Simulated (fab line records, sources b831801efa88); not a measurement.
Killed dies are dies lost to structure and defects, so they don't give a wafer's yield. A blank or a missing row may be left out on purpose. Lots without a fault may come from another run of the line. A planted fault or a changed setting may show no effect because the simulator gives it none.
fab line records | flow sky130
record lots=6 wafers=18 last_day=49
route steps=708 shown VIA3@589 METAL4@598 PAD_OPEN@708
lots that met no fault: from a run of the same line without faults
start_h: hours from the record's first day to the start of the lot's first wafer shown | wait_h: hours since the lot's step before | " the same as in the row above | L1.1+2: a row that stands for several wafers | - no value, or no start given | * or withheld: withheld | < > ~ a bound
route shown NAME@n: a module of which the file shows steps, and the number in the route of the first | usual: mean/standard deviation of fault-free wafers | same: alike in all rows | chamber/n: place in a boat | sites: the reading at each site | _std_site: their standard deviation | _edge_site: outer sites' mean less inner sites' | radius_mm: how far each site lies from the wafer's centre | mask NAME#n: copy n | behind: the tool/chamber that last shaped the wafer | hold: why the lot was held/for how many hours/how that ended | device: the transistor (n, p or np) that didn't switch | end of line: the same wafers' tests at the end of the route | a step without rows: its recipe alone | killed: dies lost to structure and defects at the first sort, not the wafer's yield | map: a wafer's dies, x killed, . not, _ none there
set.NAME: the setting as run; set.NAME@STEP: as run at that earlier step | model.NAME: the simulator's own value behind a step, which no gauge read
lots at some steps of the route; a table a step, a row a wafer
services: from which hour (start_h, from the record's first day; less than 0 if before it) a tool's chamber was out of use, for how many hours, and why
## steps
# step SKY_VIA3_STRIP_16
# recipe chemistry=O2/N2 power_w=1400 pressure_mtorr=1500 platen_temp_c=withheld o2_flow_sccm=3000 n2_flow_sccm=300 overash_fraction=0.5
# usual drypump_motor_current_A=5.5/0.41 oes_product_au=0.402/0.0046 strip_time_to_endpoint_s=4.127/0.024
# columns lot.wafer tool chamber start_h wait_h drypump_motor_current_A oes_product_au rf_hours_counter_h strip_time_to_endpoint_s
L374.1 plasma_asher-02 0 923.20 0.0 5.1 0.404 48 4.115
L374.3 " 1 " " 5.0 0.394 - 4.119
L374.6 " 0 " " 5.1 0.401 - 4.090
L383.1 plasma_asher-02 0 996.65 0.0 5.1 0.404 52 4.125
L383.2 " 1 " " 5.0 0.402 52 4.151
L383.3 " 1 " " 5.0 0.400 - 4.127
L384.2 plasma_asher-03 1 1009.75 0.0 6.4 0.403 116 4.137
L384.4 " 1 " " 6.4 0.403 - 4.114
L384.5 " 0 " " 5.5 0.402 - 4.112
L388.1 plasma_asher-02 0 1021.30 0.0 5.1 0.403 54 4.086
L388.2 " 1 " " 5.0 0.401 54 4.111
L388.6 " 0 " " 5.1 0.412 - 4.147
L390.2 plasma_asher-04 0 1042.38 0.0 5.5 0.399 94 4.117
L390.4 " 1 " " 5.5 0.399 - 4.098
L390.5 " 1 " " 5.5 0.401 - 4.126
L391.1 plasma_asher-03 0 1046.73 0.0 5.6 0.401 119 4.118
L391.2 " 1 " " 6.3 0.405 119 4.182
L391.4 " 0 " " 5.6 0.400 - 4.121
# step SKY_VIA3_STRIP_17
# recipe chemistry=post_etch_residue_remover time_s=1200 temp_c=72.5
# step SKY_VIA3_CLEAN_18
# recipe chemistry=IPA time_s=180 temp_c=25
# step SKY_VIA3_CLEAN_19
# recipe chemistry=O3/DIW dry=n2_spin
# step SKY_VIA3_SPUTTER_20
# recipe material=TiN target_thk_nm=20 chamber_pressure_pa=5 power_w=4000 time_s=80
# step SKY_VIA3_CVD_21
# recipe material=W target_thk_nm=390 time_s=117.31 temp_c=400 pressure_torr=40
# usual heater_power_w=790/39
# columns lot.wafer tool chamber start_h wait_h heater_power_w
L374.1 cvd_w-01 1 923.85 0.0 740
L374.3 " 0 " " 796
L374.6 " 1 " " 740
L383.1 cvd_w-02 0 997.34 0.0 822
L383.2 " 1 " " 841
L383.3 " 1 " " 845
L384.2 cvd_w-01 1 1010.40 0.0 727
L384.4 " 1 " " 754
L384.5 " 0 " " 786
L388.1 cvd_w-01 0 1021.95 0.0 802
L388.2 " 1 " " 726
L388.6 " 1 " " 743
L390.2 cvd_w-02 0 1043.03 0.0 824
L390.4 " 1 " " 843
L390.5 " 1 " " 855
L391.1 cvd_w-01 1 1047.38 0.0 729
L391.2 " 0 " " 793
L391.4 " 1 " " 743
# step SKY_VIA3_RS_MEAS_22
# recipe thk_meas_gauge=four-point-probe reads=W_of_VIA3_CVD_21+TiN_of_VIA3_SPUTTER_20
# usual VIA3_W_RS=0.293/0.0059
# columns lot.wafer tool chamber start_h wait_h VIA3_W_RS[ohm/sq]
L374.1 film_metro-01 - 923.98 0.1 0.297
L374.3 " - " " 0.288
L374.6 " - " " 0.296
L383.1 film_metro-04 - 997.46 0.1 0.297
L383.2 " - " " 0.288
L383.3 " - " " 0.292
L384.2 film_metro-03 - 1010.55 0.1 0.293
L384.4 " - " " 0.293
L384.5 " - " " 0.284
L388.1 film_metro-04 - 1022.08 0.1 0.294
L388.2 " - " " 0.296
L388.6 " - " " 0.294
L390.2 film_metro-03 - 1043.18 0.1 0.306
L390.4 " - " " 0.291
L390.5 " - " " 0.292
L391.1 film_metro-03 - 1047.51 0.1 0.293
L391.2 " - " " 0.288
L391.4 " - " " 0.294
# step SKY_VIA3_THK_MEAS_23
# recipe thk_meas_gauge=xrf reads=W_of_VIA3_CVD_21
# usual VIA3_W_THK=398/8.7
# columns lot.wafer tool chamber start_h wait_h VIA3_W_THK[nm]
L374.1 film_metro-01 - 924.10 0.1 393
L374.3 " - " " 402
L374.6 " - " " 393
L383.1 film_metro-04 - 997.58 0.1 394
L383.2 " - " " 406
L383.3 " - " " 401
L384.2 film_metro-03 - 1010.66 0.1 404
L384.4 " - " " 400
L384.5 " - " " 411
L388.1 film_metro-04 - 1022.20 0.1 392
L388.2 " - " " 390
L388.6 " - " " 392
L390.2 film_metro-03 - 1043.29 0.1 380
L390.4 " - " " 402
L390.5 " - " " 400
L391.1 film_metro-03 - 1047.63 0.1 397
L391.2 " - " " 407
L391.4 " - " " 397
# step SKY_VIA3_CMP_24
# recipe stop_on=SiO2 t_overpolish_s=20 down_force_psi=3.5 platen_rpm=60 target_thk_nm=0 pad_velocity_m_s=0.94248
# usual motor_current_A=11.2/1 overpolish_run_s=20.000/0.0088 time_to_endpoint_s=94/3.8
# columns lot.wafer tool chamber start_h wait_h motor_current_A overpolish_run_s time_to_endpoint_s
L374.3 cmp-01 0 924.16 0.0 10.8 20.000 102
L374.1 " 2 " " 10.4 20.000 100
L374.6 " 1 " " 11.4 19.996 94
L383.2 cmp-01 2 997.84 0.2 10.2 19.977 95
L383.3 " 0 " " 10.9 19.984 97
L383.1 " 1 " " 11.7 20.005 90
L384.4 cmp-02 2 1010.71 0.0 12.7 20.002 89
L384.2 " 1 " " 12.0 19.994 91
L384.5 " 2 " " 13.0 20.002 93
L388.1 cmp-02 0 1022.26 0.1 11.5 20.003 95
L388.2 " 2 " " 12.7 19.994 87
L388.6 " 0 " " 12.0 19.994 96
L390.2 cmp-01 1 1043.36 0.1 10.9 19.994 92
L390.4 " 0 " " 10.2 19.996 97
L390.5 " 1 " " 11.4 20.003 94
L391.2 cmp-01 0 1047.69 0.0 10.1 19.994 100
L391.1 " 1 " " 11.6 20.007 96
L391.4 " 2 " " 10.8 20.006 96
# step SKY_METAL4_SPUTTER_00
# recipe material=Ti target_thk_nm=15 power_w=3000 time_s=10 chamber_pressure_pa=0.4
# usual cathode_dc_power_W=2999.9/0.58 chamber_pressure_pa=0.4001/0.00073 throttle_valve_pct=29.8/1.4
# columns lot.wafer tool chamber start_h wait_h cathode_dc_power_W chamber_pressure_pa throttle_valve_pct
L374.1 pvd_sputter-03 - 924.46 0.1 3000.3 0.4004 31.7
L374.3 " - " " 3000.0 0.3998 29.5
L374.6 " - " " 3000.2 0.3993 27.3
L383.1 pvd_sputter-04 - 998.14 0.1 2999.4 0.4000 28.8
L383.2 " - " " 2999.9 0.4005 30.4
L383.3 " - " " 2998.8 0.4011 32.3
L384.2 pvd_sputter-04 - 1011.01 0.1 2999.2 0.3997 28.7
L384.4 " - " " 3000.5 0.4013 31.9
L384.5 " - " " 2999.8 0.4000 32.3
L388.1 pvd_sputter-02 - 1022.56 0.2 3000.5 0.3998 28.5
L388.2 " - " " 3000.8 0.4001 29.0
L388.6 " - " " 2999.1 0.3995 29.1
L390.2 pvd_sputter-04 - 1043.66 0.2 3000.0 0.4003 30.0
L390.4 " - " " 3000.6 0.3998 28.7
L390.5 " - " " 3000.1 0.3999 28.5
L391.1 pvd_sputter-02 - 1047.99 0.2 3000.4 0.3990 30.7
L391.2 " - " " 3000.3 0.4006 29.2
L391.4 " - " " 3000.1 0.3994 29.3
# step SKY_METAL4_SPUTTER_01
# recipe material=TiN target_thk_nm=20 power_w=6500 time_s=16.7 chamber_pressure_pa=0.4
# usual cathode_dc_power_W=6499.9/1.2 chamber_pressure_pa=0.4001/0.00088 throttle_valve_pct=29.8/1.4
# columns lot.wafer tool chamber start_h wait_h cathode_dc_power_W chamber_pressure_pa throttle_valve_pct
L374.1 pvd_sputter-03 - 924.48 0.0 6502.2 0.3997 31.3
L374.3 " - " " 6500.0 0.4007 29.0
L374.6 " - " " 6499.8 0.3995 27.3
L383.1 pvd_sputter-04 - 998.16 0.0 6501.0 0.4011 28.6
L383.2 " - " " 6500.6 0.4008 30.3
L383.3 " - " " 6501.2 0.3996 32.4
L384.2 pvd_sputter-04 - 1011.03 0.0 6501.6 0.4005 28.6
L384.4 " - " " 6498.5 0.4003 32.0
L384.5 " - " " 6501.1 0.4004 31.9
L388.1 pvd_sputter-02 - 1022.58 0.0 6500.5 0.4001 28.4
L388.2 " - " " 6500.6 0.4004 29.1
L388.6 " - " " 6501.1 0.4001 29.1
L390.2 pvd_sputter-04 - 1043.68 0.0 6500.6 0.4015 29.6
L390.4 " - " " 6499.4 0.4000 28.8
L390.5 " - " " 6499.7 0.4013 28.7
L391.1 pvd_sputter-02 - 1048.01 0.0 6499.5 0.4008 30.9
L391.2 " - " " 6499.8 0.3997 29.0
L391.4 " - " " 6500.7 0.4013 29.2
# step SKY_METAL4_SPUTTER_02
# recipe material=AlCu target_thk_nm=735 power_w=10600 time_s=39.1 chamber_pressure_pa=0.4
# step SKY_METAL4_SPUTTER_03
# recipe material=Ti target_thk_nm=5 power_w=3000 time_s=3.3 chamber_pressure_pa=0.4
# usual cathode_dc_power_W=3000.0/0.54 chamber_pressure_pa=0.3999/0.00079 throttle_valve_pct=29.8/1.4
# columns lot.wafer tool chamber start_h wait_h cathode_dc_power_W chamber_pressure_pa throttle_valve_pct
L374.1 pvd_sputter-03 - 924.54 0.0 2999.2 0.3997 31.5
L374.3 " - " " 2999.0 0.3999 29.2
L374.6 " - " " 2999.8 0.3997 27.3
L383.1 pvd_sputter-04 - 998.23 0.0 - - -
L383.2 " - " " - - -
L383.3 " - " " - - -
L384.2 pvd_sputter-04 - 1011.09 0.0 - - -
L384.4 " - " " - - -
L384.5 " - " " - - -
L388.1 pvd_sputter-02 - 1022.64 0.0 3000.4 0.4003 28.6
L388.2 " - " " 3000.0 0.4003 29.1
L388.6 " - " " 2999.9 0.4018 28.8
L390.2 pvd_sputter-04 - 1043.75 0.0 2999.2 0.3996 30.0
L390.4 " - " " 2999.8 0.3996 28.7
L390.5 " - " " 3000.2 0.3982 28.7
L391.1 pvd_sputter-02 - 1048.07 0.0 3000.1 0.3987 30.7
L391.2 " - " " 2999.5 0.4003 29.2
L391.4 " - " " 2999.5 0.3998 29.4
# step SKY_METAL4_SPUTTER_04
# recipe material=TiN target_thk_nm=70 power_w=6500 time_s=58.3 chamber_pressure_pa=0.4
# step SKY_PAD_OPEN_PROBE_99
# usual defect_limited_yield=82.1/2 killed_at_M0_to_M3=44/7.8 killed_at_M4_up=3.1/1.7 killed_at_contacts=25/5.1 killed_at_front_end=15/4.4 killed_at_other=0.5/0.68 killed_dies=88/9.9 killed_open=48/6.9 killed_short=39/6.5 sort_bin_3_pad_short=0.8/0.42 sort_bin_5_function=10.6/1.5 sort_bin_6_memory=6.5/1.2 sort_n_pass=404/9.9 sort_yield_pct=82.1/2
# same gross_dies=492 killed_at_back_side=0 sort_bin_4_leakage[%]=0 sort_bin_8_speed[%]=0
# columns lot.wafer tool chamber start_h wait_h defect_limited_yield[%] killed_at_M0_to_M3 killed_at_M4_up killed_at_contacts killed_at_front_end killed_at_other killed_dies killed_open killed_short sort_bin_3_pad_short[%] sort_bin_5_function[%] sort_bin_6_memory[%] sort_n_pass sort_yield_pct[%] model.etest.via4_chain.rc_ohm
L374.1 prober-02 - 1067.95 0.1 85.6 41 1 19 10 0 71 39 32 0.8 10.8 2.8 421 85.6 0.7595
L374.3 prober-02 - 1068.05 0.2 84.8 27 1 25 22 0 75 46 29 0.2 10.2 4.9 417 84.8 0.7857
L374.6 prober-02 - 1068.20 0.2 83.3 42 3 22 15 0 82 43 38 1.4 8.7 6.5 410 83.3 0.8158
L383.1 prober-01 - 1132.59 0.1 80.3 46 3 26 21 1 97 49 47 1.0 12.6 6.1 395 80.3 0.9178
L383.2 prober-01 - 1132.64 0.1 83.3 36 5 28 13 0 82 51 31 0.4 10.6 5.7 410 83.3 0.9486
L383.3 prober-01 - 1132.69 0.2 81.1 49 3 22 19 0 93 53 40 0.8 10.8 7.3 399 81.1 0.9414
L384.2 prober-02 - 1142.37 0.1 81.7 38 5 27 18 2 90 49 40 0.4 11.0 6.9 402 81.7 0.9488
L384.4 prober-02 - 1142.47 0.2 81.7 46 4 29 11 0 90 54 35 0.8 11.0 6.5 402 81.7 0.9243
L384.5 prober-02 - 1142.52 0.2 83.3 28 4 32 18 0 82 48 34 0.4 9.6 6.7 410 83.3 0.9347
L388.1 prober-02 - 1151.56 0.1 84.1 40 4 16 18 0 78 44 34 1.2 9.1 5.5 414 84.1 0.8134
L388.2 prober-02 - 1151.61 0.1 85.6 49 1 7 14 0 71 45 26 0.8 7.3 6.3 421 85.6 0.7791
L388.6 prober-02 - 1151.81 0.2 83.7 43 5 17 15 0 80 51 28 0.2 10.8 5.3 412 83.7 0.7968
L390.2 prober-02 - 1167.61 0.1 83.9 52 3 17 7 0 79 31 48 0.4 10.0 5.7 413 83.9 0.8082
L390.4 prober-02 - 1167.71 0.2 82.7 32 3 32 17 1 85 51 33 0.4 10.4 6.5 407 82.7 0.7981
L390.5 prober-02 - 1167.76 0.2 81.5 35 5 28 22 1 91 58 31 0.6 11.4 6.5 401 81.5 0.7915
L391.1 prober-01 - 1174.57 0.1 80.7 51 3 24 17 0 95 55 40 0.8 12.6 5.9 397 80.7 0.8265
L391.2 prober-01 - 1174.62 0.1 82.5 38 5 27 16 0 86 53 33 0.8 10.4 6.3 406 82.5 0.7932
L391.4 prober-01 - 1174.72 0.2 80.1 47 2 30 19 0 98 55 42 1.0 12.0 6.9 394 80.1 0.7987
# killed by level:class
L374.1 VIA1:geometric_particle:open=9 VIA2:geometric_particle:open=7 CONTACT:geometric_particle:open=7 METAL1:geometric_particle:short=7 LI_CONTACT:geometric_particle:open=5 CONTACT:geometric_particle:short=4 METAL2:geometric_particle:short=4 FIELD_ISO:geometric_particle:short=3
L374.3 VIA1:geometric_particle:open=11 CONTACT:geometric_particle:short=9 LI_CONTACT:geometric_particle:open=8 VIA3:geometric_particle:open=6 FIELD_ISO:geometric_particle:short=5 FIELD_ISO:geometric_particle:open=5 POLY_GATE:geometric_particle:open=5 CONTACT:geometric_particle:open=5
L374.6 VIA3:geometric_particle:open=16 CONTACT:geometric_particle:open=7 VIA1:geometric_particle:open=6 POLY_GATE:geometric_particle:short=5 METAL2:geometric_particle:short=5 LI_CONTACT:geometric_particle:short=4 LI_CONTACT:geometric_particle:open=4 CONTACT:geometric_particle:short=4
L383.1 FIELD_ISO:geometric_particle:short=8 METAL1:geometric_particle:short=8 CONTACT:geometric_particle:open=7 LI_CONTACT:geometric_particle:open=7 VIA1:geometric_particle:open=7 VIA2:geometric_particle:open=7 CONTACT:geometric_particle:short=6 VIA3:geometric_particle:open=6
L383.2 CONTACT:geometric_particle:open=10 VIA2:geometric_particle:open=9 LI_CONTACT:geometric_particle:open=8 VIA3:geometric_particle:open=7 VIA1:geometric_particle:open=7 CONTACT:geometric_particle:short=6 FIELD_ISO:geometric_particle:open=4 SPACER:geometric_particle:short=4
L383.3 VIA2:geometric_particle:open=15 VIA1:geometric_particle:open=11 FIELD_ISO:geometric_particle:short=8 LI_CONTACT:geometric_particle:open=6 CONTACT:geometric_particle:open=6 VIA2:geometric_particle:short=6 VIA3:geometric_particle:open=5 LI_CONTACT:geometric_particle:short=4
L384.2 CONTACT:geometric_particle:open=15 VIA1:geometric_particle:open=9 METAL1:geometric_particle:short=8 FIELD_ISO:geometric_particle:open=7 LI_CONTACT:geometric_particle:open=5 POLY_GATE:geometric_particle:short=4 VIA2:geometric_particle:open=4 CONTACT:geometric_particle:short=4
L384.4 LI_CONTACT:geometric_particle:open=12 CONTACT:geometric_particle:open=9 VIA1:geometric_particle:open=7 METAL1:geometric_particle:short=7 VIA3:geometric_particle:open=7 VIA2:geometric_particle:open=6 METAL2:geometric_particle:short=6 CONTACT:geometric_particle:short=4
L384.5 CONTACT:geometric_particle:open=10 VIA1:geometric_particle:open=10 CONTACT:geometric_particle:short=8 FIELD_ISO:geometric_particle:open=7 LI_CONTACT:geometric_particle:open=6 LOCAL_INTERCONNECT:geometric_particle:short=6 FIELD_ISO:geometric_particle:short=5 VIA1:geometric_particle:short=4
L388.1 VIA2:geometric_particle:open=9 CONTACT:geometric_particle:open=8 VIA1:geometric_particle:open=8 METAL1:geometric_particle:short=6 POLY_GATE:geometric_particle:short=5 POLY_GATE:geometric_particle:open=5 VIA1:geometric_particle:short=5 VIA3:geometric_particle:open=5
L388.2 VIA3:geometric_particle:open=11 VIA1:geometric_particle:open=10 FIELD_ISO:geometric_particle:open=7 METAL2:geometric_particle:short=5 VIA2:geometric_particle:open=5 CONTACT:geometric_particle:open=4 METAL3:geometric_particle:short=4 VIA3:geometric_particle:short=4
L388.6 VIA1:geometric_particle:open=15 VIA3:geometric_particle:open=8 LI_CONTACT:geometric_particle:open=7 METAL2:geometric_particle:short=6 POLY_GATE:geometric_particle:short=5 CONTACT:geometric_particle:open=5 VIA2:geometric_particle:open=5 POLY_GATE:geometric_particle:open=4
L390.2 METAL2:geometric_particle:short=8 METAL1:geometric_particle:short=8 VIA1:geometric_particle:open=8 VIA3:geometric_particle:short=6 VIA1:geometric_particle:short=6 LI_CONTACT:geometric_particle:open=5 VIA3:geometric_particle:open=5 CONTACT:geometric_particle:short=4
L390.4 CONTACT:geometric_particle:open=14 VIA1:geometric_particle:open=11 LI_CONTACT:geometric_particle:open=7 FIELD_ISO:geometric_particle:open=5 LOCAL_INTERCONNECT:geometric_particle:short=5 METAL3:geometric_particle:short=4 POLY_GATE:geometric_particle:short=4 POLY_GATE:geometric_particle:open=3
L390.5 LI_CONTACT:geometric_particle:open=12 CONTACT:geometric_particle:open=9 VIA1:geometric_particle:open=9 POLY_GATE:geometric_particle:open=7 METAL2:geometric_particle:short=7 FIELD_ISO:geometric_particle:open=5 METAL1:geometric_particle:short=5 FIELD_ISO:geometric_particle:short=4
L391.1 VIA1:geometric_particle:open=12 VIA3:geometric_particle:open=10 CONTACT:geometric_particle:open=8 LI_CONTACT:geometric_particle:open=7 VIA2:geometric_particle:open=7 POLY_GATE:geometric_particle:short=6 POLY_GATE:geometric_particle:open=5 VIA2:geometric_particle:short=5
L391.2 VIA1:geometric_particle:open=11 VIA3:geometric_particle:open=10 CONTACT:geometric_particle:open=9 LI_CONTACT:geometric_particle:open=7 POLY_GATE:geometric_particle:open=5 CONTACT:geometric_particle:short=5 METAL3:geometric_particle:short=4 METAL2:geometric_particle:short=4
L391.4 LI_CONTACT:geometric_particle:open=12 CONTACT:geometric_particle:open=9 VIA2:geometric_particle:open=8 VIA1:geometric_particle:open=7 VIA1:geometric_particle:short=6 VIA3:geometric_particle:open=6 METAL1:geometric_particle:short=5 FIELD_ISO:geometric_particle:short=4
## services
# columns tool chamber start_h hours kind
cmp-01 - 902.11 4.2 pm
cvd_w-01 - 904.00 14.0 pm
cvd_w-01 0 904.00 14.0 vent_cycle
cmp-01 - 908.95 1.6 repair
cmp-02 - 912.00 4.0 pm
cmp-01 - 926.83 20.7 pm
pvd_sputter-02 - 937.43 0.5 repair
plasma_asher-02 - 940.98 28.1 pm
cvd_w-02 - 948.32 28.1 pm
cmp-02 - 953.28 0.9 repair
plasma_asher-02 - 975.63 8.1 repair
pvd_sputter-04 1 981.07 - consumable_replace:kit
pvd_sputter-04 1 981.07 18.0 scheduled_down
pvd_sputter-04 1 981.07 18.0 vent_cycle
cmp-02 - 984.13 2.3 repair
pvd_sputter-03 - 986.14 23.3 repair
plasma_asher-04 - 990.86 10.1 repair
cmp-02 - 995.68 3.3 repair
pvd_sputter-04 - 1000.32 8.0 repair
cmp-02 - 1006.34 2.3 repair
cmp-01 - 1011.57 0.7 repair
plasma_asher-02 - 1019.92 0.5 repair
plasma_asher-03 - 1029.72 0.8 repair
cmp-01 - 1045.47 1.6 repair
## key
first_sign step=SKY_METAL4_SPUTTER_03 reading=tool_record direction=missing
effect none on later readings
model_effect step=SKY_PAD_OPEN_PROBE_99 value=etest.via4_chain.rc_ohm without=0.8127 struck=0.9359
met_at SKY_METAL4_SPUTTER_03
struck_wafers L383.1,L383.2,L383.3,L384.2,L384.4,L384.5
fault kind=skipped_step_whole tool=pvd_sputter-04 chamber=- onset_h=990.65 steps=SKY_METAL4_SPUTTER_03 scope=struck_lots_only
